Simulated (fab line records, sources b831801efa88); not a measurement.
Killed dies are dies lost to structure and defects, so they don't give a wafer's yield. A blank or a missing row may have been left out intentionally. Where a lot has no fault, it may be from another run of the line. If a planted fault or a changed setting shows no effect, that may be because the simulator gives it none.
Check for tools in common :: flow sky130 :: Lots sampled 12, wafers sampled 36

## WHY THIS WAS OPENED
At SKY_NWELL_RS_MEAS_29 the reading NWELL_RS is flagged on 2 of 12 lots. Fault-free wafers read 624.4 ohm/sq, with a standard deviation of 1.3.
Rule: flag the lot when none of its wafers has a number, or when each of its wafers that has one lies beyond 4 standard deviations from that mean. As for the other lots, they are considered sound.

lot: L744
measured: day 5 13:29
on: film-metro-02
NWELL_RS (ohm/sq), wafer by wafer: 622.1 624.3 624.7
flag: 

lot: L745
measured: day 5 15:37
on: film-metro-02
NWELL_RS (ohm/sq), wafer by wafer: 623.9 624.4 625.3
flag: 

lot: L747
measured: day 6 00:41
on: film-metro-01
NWELL_RS (ohm/sq), wafer by wafer: 622.9 623.8 624.3
flag: 

lot: L748
measured: day 6 09:26
on: film-metro-01
NWELL_RS (ohm/sq), wafer by wafer: 625.6 626.2 624.3
flag: 

lot: L751
measured: day 7 02:15
on: film-metro-01
NWELL_RS (ohm/sq), wafer by wafer: 626.8 627.4 626.3
flag: 

lot: L752
measured: day 7 08:57
on: film-metro-01
NWELL_RS (ohm/sq), wafer by wafer: 626.1 624.8 624.7
flag: 

lot: L754
measured: day 7 22:48
on: film-metro-02
NWELL_RS (ohm/sq), wafer by wafer: 625.1 625.7 624.7
flag: 

lot: L755
measured: day 8 03:15
on: film-metro-02
NWELL_RS (ohm/sq), wafer by wafer: 624.5 622.9 623.5
flag: 

lot: L761
measured: day 9 14:04
on: film-metro-02
NWELL_RS (ohm/sq), wafer by wafer: 603.8 604.1 603.5
flag: FLAGGED

lot: L763
measured: day 10 07:59
on: film-metro-04
NWELL_RS (ohm/sq), wafer by wafer: 602.4 604.5 602.4
flag: FLAGGED

lot: L764
measured: day 10 13:07
on: film-metro-01
NWELL_RS (ohm/sq), wafer by wafer: 625.2 623.7 624.0
flag: 

lot: L766
measured: day 10 21:32
on: film-metro-01
NWELL_RS (ohm/sq), wafer by wafer: 623.9 624.0 626.0
flag: 
The mean of the flagged lots' numbers is 603.5 ohm/sq, -20.9 ohm/sq from the usual (-16 standard deviations).

## WHICH TOOL RAN EACH LOT
The record holds 1 process step before the reading, out of a route of 708 steps. Read each cell as the tool, then ch plus the chambers that the sampled wafers visited, then the start.
lot: L744
flag: 
SKY_NWELL_IMPLANT_11: implanter-03 ch 0, day 4 18:37

lot: L745
flag: 
SKY_NWELL_IMPLANT_11: implanter-02 ch 0, day 4 20:33

lot: L747
flag: 
SKY_NWELL_IMPLANT_11: implanter-02 ch 0, day 5 05:40

lot: L748
flag: 
SKY_NWELL_IMPLANT_11: implanter-04 ch 0, day 5 13:47

lot: L751
flag: 
SKY_NWELL_IMPLANT_11: implanter-02 ch 0, day 6 06:16

lot: L752
flag: 
SKY_NWELL_IMPLANT_11: implanter-03 ch 0, day 6 13:00

lot: L754
flag: 
SKY_NWELL_IMPLANT_11: implanter-03 ch 0, day 7 01:27

lot: L755
flag: 
SKY_NWELL_IMPLANT_11: implanter-04 ch 0, day 7 06:24

lot: L761
flag: FLAGGED
SKY_NWELL_IMPLANT_11: implanter-03 ch 0, day 8 16:09

lot: L763
flag: FLAGGED
SKY_NWELL_IMPLANT_11: implanter-03 ch 0, day 9 07:52

lot: L764
flag: 
SKY_NWELL_IMPLANT_11: implanter-04 ch 0, day 9 14:31

lot: L766
flag: 
SKY_NWELL_IMPLANT_11: implanter-02 ch 0, day 9 22:22
What is done by these steps:
- SKY_NWELL_IMPLANT_11
- SKY_NWELL_RS_MEAS_29: measures by four-point-probe.

## FLAGGED AGAINST TOTAL, ONE TOOL AT A TIME (gauges that did the reading follow at the end)
step: SKY_NWELL_IMPLANT_11
tool: implanter-02
lots run: 4
flagged: 0
share of the flagged lots: none
sound lots run after its first flagged lot: -

step: SKY_NWELL_IMPLANT_11
tool: implanter-03
lots run: 5
flagged: 2
share of the flagged lots: all
sound lots run after its first flagged lot: 0

step: SKY_NWELL_IMPLANT_11
tool: implanter-04
lots run: 3
flagged: 0
share of the flagged lots: none
sound lots run after its first flagged lot: -

step: SKY_NWELL_RS_MEAS_29
tool: film-metro-01
lots run: 6
flagged: 0
share of the flagged lots: none
sound lots run after its first flagged lot: -

step: SKY_NWELL_RS_MEAS_29
tool: film-metro-02
lots run: 5
flagged: 1
share of the flagged lots: some
sound lots run after its first flagged lot: 0

step: SKY_NWELL_RS_MEAS_29
tool: film-metro-04
lots run: 1
flagged: 1
share of the flagged lots: some
sound lots run after its first flagged lot: 0

## THE TABLE: WHAT IT ALLOWS
1 row of the table ran every flagged lot: implanter-03 at SKY_NWELL_IMPLANT_11.
- implanter-03 at SKY_NWELL_IMPLANT_11 ran 5 lots, 2 of them flagged. Last sound lot L754 at day 7 01:27, first flagged lot L761 at day 8 16:09; a fault beginning in between fits. Its own readings (beam-energy-keV) fall more than 4 standard deviations out on all wafers of the flagged lots.
One tool is left: implanter-03 at SKY_NWELL_IMPLANT_11.

## WHAT THE SIMULATOR HAD PUT IN
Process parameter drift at SKY_NWELL_IMPLANT_11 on implanter-03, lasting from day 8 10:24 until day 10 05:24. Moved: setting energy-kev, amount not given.
Lots struck among those shown: L761, L763. The same result came from the rule above.
